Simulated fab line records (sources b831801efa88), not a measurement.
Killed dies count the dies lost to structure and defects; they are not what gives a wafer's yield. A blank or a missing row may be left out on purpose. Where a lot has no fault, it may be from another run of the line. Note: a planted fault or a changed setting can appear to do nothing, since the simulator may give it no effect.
A struck lot beside a sound one    flow sky130    43 out of 708 route steps
Sound: the wafers L476.1, L476.5, L476.6. Struck: wafer L494.1. (L494.2, L494.3 of the same lot were not struck and are left out.) The cause comes at the end.
For every step that has rows: the tool of each side, followed by ch and its chambers, followed by its first start. Under that, the readings that differ: sound wafers    struck wafers    difference of the means    sigmas: that difference in standard deviations of wafers without a fault.
alike: readings with means less than 2 such deviations apart, plus words and numbers identical on both sides. not compared: withheld readings, readings lacking a value on some wafer, bounds such as >300 that could conceal the same value, and numbers that have no deviation in the record and whose values overlap.
A row with sigmas, a row that says differs or no value, or rows on one side alone: a step with any of these is where the two part. Non-overlapping numbers with no deviation appear without sigmas and do not part them. A reading that every wafer of one side lacks parts them only if that side has two wafers or more.

first, 2 steps without rows for these wafers: SKY_CONTACT_ETCH_16 (etches BARC in N2/H2, stops on SiO2, time 45.9 s, target depth 60 nm); SKY_CONTACT_ETCH_17 (etches SiO2 in C4F8/O2/Ar, stops on Si3N4, target depth 340 nm).
SKY_CONTACT_ETCH_18: etches Si3N4 in CHF3/O2, stops on TiN, time 39 s, target depth 75 nm.
  sound: rie_diel-04 ch 2,3; struck: rie_diel-04 ch 0
reading                 sound              struck  difference  sigmas
throttle_valve_pct (%)  8.787 8.784 8.791  8.806   +0.019      +2
  alike: drypump_motor_current_A, oes_product_au
  not compared: rf_hours_counter_h
then, 4 steps without rows for these wafers: SKY_CONTACT_STRIP_19 (strips in O2/N2); SKY_CONTACT_STRIP_20 (strips in post etch residue remover, time 1200 s); SKY_CONTACT_CLEAN_21 (cleans in IPA, time 180 s); SKY_CONTACT_CLEAN_22 (cleans in O3/DIW).
SKY_CONTACT_SPUTTER_23: material TiN, target thk 20 nm, time 77.13 s.
  sound: pvd_sputter-02 at day 31 11:16; struck: pvd_sputter-04 at day 37 16:11
  alike: throttle_valve_pct
then, 1 step without rows for these wafers: SKY_CONTACT_CVD_24 (deposits W, target thk 340 nm, time 102.12 s).
SKY_CONTACT_RS_MEAS_25: measures by four-point-probe.
  sound: film_metro-04 at day 31 11:26; struck: film_metro-01 at day 37 16:21
reading                sound              struck  difference  sigmas
CONTACT_W_RS (ohm/sq)  0.343 0.345 0.344  0.336   -0.008      -2
SKY_CONTACT_THK_MEAS_26: measures by xrf.
  sound: film_metro-04 at day 31 11:33; struck: film_metro-01 at day 37 16:28
reading             sound        struck  difference  sigmas
CONTACT_W_THK (nm)  328 328 328  339     +11         +2
then, 1 step without rows for these wafers: SKY_CONTACT_CMP_27 (polishes, stops on SiO2, t overpolish 15 s, target thk 0 nm).
SKY_METAL1_SPUTTER_00: material Ti, target thk 15 nm, time 10 s.
  sound: pvd_sputter-04 at day 31 11:55; struck: pvd_sputter-01 at day 37 16:50
  alike: throttle_valve_pct
then, 1 step without rows for these wafers: SKY_METAL1_SPUTTER_01 (material TiN, target thk 20 nm, time 16.7 s).
SKY_METAL1_SPUTTER_02: material AlCu, target thk 250 nm, time 13.3 s.
  sound: pvd_sputter-04 at day 31 11:58; struck: pvd_sputter-01 at day 37 16:53
  alike: throttle_valve_pct
then, 2 steps without rows for these wafers: SKY_METAL1_SPUTTER_03 (material Ti, target thk 5 nm, time 3.3 s); SKY_METAL1_SPUTTER_04 (material TiN, target thk 70 nm, time 58.3 s).
SKY_METAL1_RS_MEAS_05: measures by four-point-probe.
  sound: film_metro-02 at day 31 12:03; struck: film_metro-02 at day 37 16:58
  alike: METAL1_ALCU_RS
SKY_METAL1_THK_MEAS_06: measures by xrf.
  sound: film_metro-02 at day 31 12:10; struck: film_metro-02 at day 37 17:05
  alike: METAL1_ALCU_THK
then, 8 steps without rows for these wafers: SKY_METAL1_DEHYDRATE_07 (time 60 s); SKY_METAL1_HMDS_08 (prime time 60 s); SKY_METAL1_COAT_09 (resist thk 60 nm); SKY_METAL1_COAT_10 (resist thk 450 nm); SKY_METAL1_SOFTBAKE_11 (time 90 s); SKY_METAL1_EXPOSE_12 (exposes mask MM1, target cd 140 nm); SKY_METAL1_PEB_13; SKY_METAL1_DEVELOP_14 (develop time 60 s).
SKY_METAL1_CD_MEAS_15 targets a cd of 140 nm.
  sound: cd_sem-01 at day 32 16:29; struck: cd_sem-02 at day 38 18:10
  alike: cd_nm
SKY_METAL1_OVL_MEAS_16:
  sound: overlay-02 at day 32 16:37; struck: overlay-02 at day 38 18:17
  alike: METAL1_OVL
SKY_METAL1_DESCUM_17: chemistry O2, time 8 s.
  sound on rie_metal-04 ch 0,1, day 32 16:39; struck on rie_metal-04 ch 1, day 38 18:20
  alike: drypump_motor_current_A, oes_product_au
  not compared: rf_hours_counter_h
SKY_METAL1_ETCH_18: etches BARC in N2/H2, stops on SiO2, time 45.9 s, target depth 60 nm.
  sound on rie_metal-04 ch 0,1, day 32 16:41; struck on rie_metal-04 ch 1, day 38 18:22
  alike: drypump_motor_current_A, oes_product_au, throttle_valve_pct
  not compared: rf_hours_counter_h
then, 6 steps without rows for these wafers: SKY_METAL1_METAL_ETCH_19 (etches the open film in Cl2/BCl3, stops on SiO2, target depth 360 nm, time 78 s); SKY_METAL1_STRIP_20 (strips in O2/N2); SKY_METAL1_STRIP_21 (strips in post etch residue remover, time 1200 s); SKY_METAL1_CLEAN_22 (cleans in IPA, time 180 s); SKY_METAL1_CLEAN_23 (cleans in O3/DIW); SKY_VIA1_HDPCVD_00 (deposits SiO2, target thk 1030 nm, time 171.7 s).
SKY_VIA1_THK_MEAS_01:
  sound: film_metro-03 at day 32 17:32; struck: film_metro-03 at day 38 19:13
  alike: VIA1_HDPCVD_THK
then, 1 step without rows for these wafers: SKY_VIA1_CMP_02 (polishes SiO2).
SKY_VIA1_BOW_MEAS_03:
  sound: film_metro-03 at day 32 17:58; struck: film_metro-02 at day 38 19:38
  alike: VIA1_BOW
then, 2 steps without rows for these wafers: SKY_VIA1_DEHYDRATE_04 (time 60 s); SKY_VIA1_HMDS_05 (prime time 60 s).
-- the record jumps here: 11 days lie between the struck wafers' starts before and after (it left off in module VIA1 and takes up again in module PAD_OPEN, whose first step shown is number 708 of the route) --
SKY_PAD_OPEN_PROBE_99:
  sound: prober-01 at day 45 14:42; struck: prober-01 at day 50 02:21
reading                                sound              struck  difference  sigmas
defect_limited_yield (%)               81.7 81.9 79.7     68.1    -13.0       -7
killed_at_M0_to_M3                     48 49 53           118     +68         +10
killed_dies                            90 89 100          157     +64         +7
sort_bin_3_pad_short (%)               1.0 1.2 1.2        6.9     +5.8        +13
sort_bin_5_function (%)                10.2 11.2 10.2     17.3    +6.8        +5
sort_n_pass                            402 403 392        335     -64         -7
sort_yield_pct (%)                     81.7 81.9 79.7     68.1    -13.0       -7
model.etest.tester.sort_n_pass         402 403 392        335     -64         
model.etest.tester.sort_yield_pct (%)  81.71 81.91 79.67  68.09   -13.01      
model.etest.tester.sort_bin_5_pct (%)  10.16 11.18 10.16  17.28   +6.78       
model.etest.tester.sort_bin_3_pct (%)  1.016 1.22 1.22    6.911   +5.759      
  alike: killed_at_M4_up, killed_at_contacts, killed_at_front_end, killed_at_other, killed_open, killed_short, sort_bin_6_memory

== WHERE THEY PART ==
Last at SKY_PAD_OPEN_PROBE_99 as far as this record goes, first at SKY_CONTACT_ETCH_18.

WHY: the cause the simulator had injected
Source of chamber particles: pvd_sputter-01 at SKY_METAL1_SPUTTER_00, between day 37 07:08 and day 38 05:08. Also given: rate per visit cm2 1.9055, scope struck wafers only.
